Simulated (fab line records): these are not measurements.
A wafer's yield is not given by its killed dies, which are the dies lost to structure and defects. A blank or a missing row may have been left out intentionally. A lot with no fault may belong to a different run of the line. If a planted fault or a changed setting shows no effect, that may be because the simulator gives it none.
The same fault as seen by 2 desks | flow gf180mcu | only its own numbers are on each desk; what lay behind them is given at the end

== THE METROLOGY DESK ==
Means of the sampled wafers that have a number, per lot and without regard to the tool the lot ran on: this is what the gauges read. The brackets show how far a lot's mean lies from the usual mean; more than 4 standard deviations puts the lot out of limits, marked OUT.
Columns: A = CONTACT_W_RS at GF_CONTACT_RS_MEAS_25, usual 0.382 ohm/sq; B = CONTACT_W_THK at GF_CONTACT_THK_MEAS_26, usual 303 nm
lot  | first seen here | A     | B
L994 | day 17 23:02    | 0.389 | 298
L995 | day 18 00:47    | 0.382 | 302
L996 | day 18 04:37    | 0.383 | 301
L997 | day 18 16:29    | 0.386 | 299
L109 | day 22 14:03    | 0.375 | 305
L114 | day 23 17:09    | 0.377 | 308
This desk's finding: nothing out of limits on any of the 6 lots.

== DESK OF THE TOOL OWNER: pvd-sputter-01 ==
The tool's own readings at GF_M1_SPUTTER_03 (material Ti, target thk 10 nm, time 6.7 s): means of the sampled wafers that have a number, for each lot that ran on this tool. The brackets show how far a lot's mean lies from the usual mean; more than 4 standard deviations puts the lot out of limits, marked OUT.
Columns: A = throttle-valve-pct at GF_M1_SPUTTER_03, usual 30.2 %
lot  | first seen here | A
L995 | day 18 01:23    | 29.8
L996 | day 18 05:14    | 30.6
L997 | day 18 17:07    | 29.8
This desk's finding: nothing out of limits on any of the 3 lots.

== TAKEN TOGETHER ==
Nothing out of limits was seen by the metrology desk.
Nothing out of limits was seen by the tool owner's desk.

== WHAT THE SIMULATOR PUT IN ==
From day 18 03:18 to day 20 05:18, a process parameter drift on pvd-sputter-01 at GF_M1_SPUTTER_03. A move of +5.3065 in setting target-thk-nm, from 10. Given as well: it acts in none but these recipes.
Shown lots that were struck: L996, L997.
